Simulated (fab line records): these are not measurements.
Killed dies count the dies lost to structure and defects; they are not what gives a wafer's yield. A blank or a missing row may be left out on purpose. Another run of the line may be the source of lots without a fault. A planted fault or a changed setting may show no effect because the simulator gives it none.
Problem report, 8D (eight disciplines) form, completed by code / flow sky130 / the parts of the form that need people (team, actions taken, sign-off) are left out

1. WHAT WENT WRONG
oesProductAu at SKY_CONTACT_ETCH_18 reads a mean of 0.703 a.u. on 2 wafers of 2 lots; wafers without a fault read 0.855 a.u. with a standard deviation of 0.0073. Measured from the usual mean, that is -21 standard deviations.
The step: etches Si3N4 in CHF3/O2, stops on TiN, time 39 s, target depth 75 nm.
Seen first at day 34 20:00 on rieDiel-02, wafer L981.1. The record holds 42 wafers of 14 lots with a number at this step. Rule for "out" (also "out of limits"): further than 4 standard deviations from the usual mean. The other wafers with a number count as sound.

2. WHAT IT IS, WHAT IT ISN'T
question=which readings at this step | is=oesProductAu | is not=drypumpMotorCurrentA
question=which lots | is=L981, L984 | is not=L973, L974, L978, L985, L987, L988, L989, L992, L993, L994, L995, L996
question=which wafers of those lots | is=L981.1, L984.5 | is not=L981.2, L981.3, L984.4, L984.6
question=read on which tools | is=rieDiel-02 | is not=rieDiel-03, rieDiel-04
question=when | is=from day 34 20:00 | is not=up to then (11 sound wafers); but 29 sound wafers of L984, L985, L987, L988, L989, L992, L993, L994, L995, L996 came after

3. SUSPECTS, AND WHAT RULES EACH OUT
Counting: any tool at a process step up to the reading remains a suspect provided it ran every lot that is out. Sound lots after the first of them don't rule it out here, since some wafers of a struck lot are sound.
- rieDiel-02 at SKY_CONTACT_ETCH_18 (etches Si3N4 in CHF3/O2, stops on TiN, time 39 s, target depth 75 nm): kept. Every lot that is out went through it, the first being L981 (day 34 20:00); the last sound lot it ran before that was L973 (day 32 17:00). Out on those wafers are its own readings of oesProductAu.
After counting, what remains is rieDiel-02 at SKY_CONTACT_ETCH_18.

4. THE CAUSE (what the simulator had put in)
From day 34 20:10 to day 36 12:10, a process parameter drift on rieDiel-02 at SKY_CONTACT_ETCH_18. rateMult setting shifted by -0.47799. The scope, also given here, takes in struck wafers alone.
After counting, this tool was the only one left.

5. THE CHAIN OF EFFECTS, in route order
Each row: a reading whose mean over the struck wafers that have a number lies more than 3 standard deviations from the usual. Readings are gone through only where the record gives a usual standard deviation; hours: the median, over the lots, of the time from a lot's start at the first step in this table giving one to that lot's start at this step; sigmas: the change measured in usual standard deviations.
hours=0; step=SKY_CONTACT_ETCH_18; reading=oesProductAu; usual=0.855 a.u.; on struck wafers=0.703; change=-0.152; sigmas=-21
hours=0; step=SKY_CONTACT_ETCH_18; reading=throttleValvePct; usual=8.794 %; on struck wafers=8.760; change=-0.034; sigmas=-3.5
hours=1; step=SKY_CONTACT_STRIP_19; reading=oesProductAu; usual=0.381 a.u.; on struck wafers=0.400; change=+0.019; sigmas=+4.1
hours=1; step=SKY_CONTACT_STRIP_19; reading=stripTimeToEndpointS; usual=3.633 s; on struck wafers=4.054; change=+0.421; sigmas=+18
hours=326; step=SKY_PAD_OPEN_PROBE_99; reading=killedAtContacts; usual=25; on struck wafers=438; change=+413; sigmas=+81
hours=326; step=SKY_PAD_OPEN_PROBE_99; reading=killedDies; usual=87; on struck wafers=492; change=+405; sigmas=+46
hours=326; step=SKY_PAD_OPEN_PROBE_99; reading=killedOnRim; usual=16; on struck wafers=96; change=+80; sigmas=+22
The process steps in it:
- SKY_CONTACT_ETCH_18: etches Si3N4 in CHF3/O2, stops on TiN, time 39 s, target depth 75 nm.
- SKY_CONTACT_STRIP_19: strips in O2/N2.
- SKY_PAD_OPEN_PROBE_99

6. HOW IT WOULD HAVE BEEN CAUGHT EARLIER
In this record the first reading out of limits was taken at day 34 20:00.
